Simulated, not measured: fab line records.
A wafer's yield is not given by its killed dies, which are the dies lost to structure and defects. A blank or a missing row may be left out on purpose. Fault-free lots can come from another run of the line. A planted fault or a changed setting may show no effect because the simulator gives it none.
Which tool was responsible? -- flow sky130 -- 18 wafers from 6 lots sampled at 3 of the route's 708 steps

== WHAT THE GAUGES READ, wafer by wafer ==
SKY_LDD_N_OVL_MEAS_07.
lot,measured,on,LDD_N_OVL (nm)
L163,day 19 02:52,overlay-02,-0.1 1.2 -0.3
L165,day 19 17:53,overlay-02,0.0 -1.2 0.5
L168,day 21 00:28,overlay-02,1.5 1.5 0.8
L173,day 22 15:22,overlay-02,-0.2 -0.8 -1.9
L178,day 24 11:02,overlay-01,-58.7 -57.8 -58.4
L183,day 26 02:52,overlay-01,-59.0 -60.2 -59.3

== TOOL THAT RAN EACH LOT (tool first, then ch and the chambers of the sampled wafers, then the start) ==
lot,SKY_RES_PROTECT_STRIP_07,SKY_LDD_N_EXPOSE_04
L163,"plasma_asher-01 ch 0,1, day 16 10:17","iline_stepper-02 ch 0, day 18 11:59"
L165,"plasma_asher-02 ch 1, day 17 02:01","iline_stepper-01 ch 0, day 19 02:50"
L168,"plasma_asher-01 ch 0,1, day 18 07:11","iline_stepper-02 ch 0, day 20 09:54"
L173,"plasma_asher-04 ch 0,1, day 19 22:08","iline_stepper-01 ch 0, day 22 00:11"
L178,"plasma_asher-02 ch 0,1, day 21 17:35","iline_stepper-02 ch 0, day 23 19:36"
L183,"plasma_asher-04 ch 0,1, day 23 09:47","iline_stepper-02 ch 0, day 25 10:49"
- SKY_RES_PROTECT_STRIP_07: strips in O2/N2.
- SKY_LDD_N_EXPOSE_04: exposes mask NTM, target cd 840 nm.

== THE ANSWER, worked out from the rows above alone ==
Rule: the lots themselves supply what counts as usual. Put in order of their means at a reading, lots are off if they are a third of the lots or fewer, leave a main group of 4 or more, and stand apart from it by a gap of 3 or more times the standard deviation of the main group's means; of several such gaps the widest counts. A main group whose means are all the same, to the digits that the tables above print for the reading, isn't used. A lot without any number at a reading at which 4 lots or more have one is off too. Where the step has rows for the other lots, those lots are counted as sound.
Off: at SKY_LDD_N_OVL_MEAS_07 (LDD_N_OVL), L178, L183. For the main group the mean is 0.1 nm and the standard deviation 0.81.
If a tool, at a process step before that reading, ran all the lots that are off and no sound lot after the first of them, it fits. Those tools and the gauges at SKY_LDD_N_OVL_MEAS_07 are tried in the same way. This does not decide it: 2 tools fit, namely iline_stepper-02 at SKY_LDD_N_EXPOSE_04 and overlay-01 at SKY_LDD_N_OVL_MEAS_07.

== WHAT WAS PUT IN BY THE SIMULATOR ==
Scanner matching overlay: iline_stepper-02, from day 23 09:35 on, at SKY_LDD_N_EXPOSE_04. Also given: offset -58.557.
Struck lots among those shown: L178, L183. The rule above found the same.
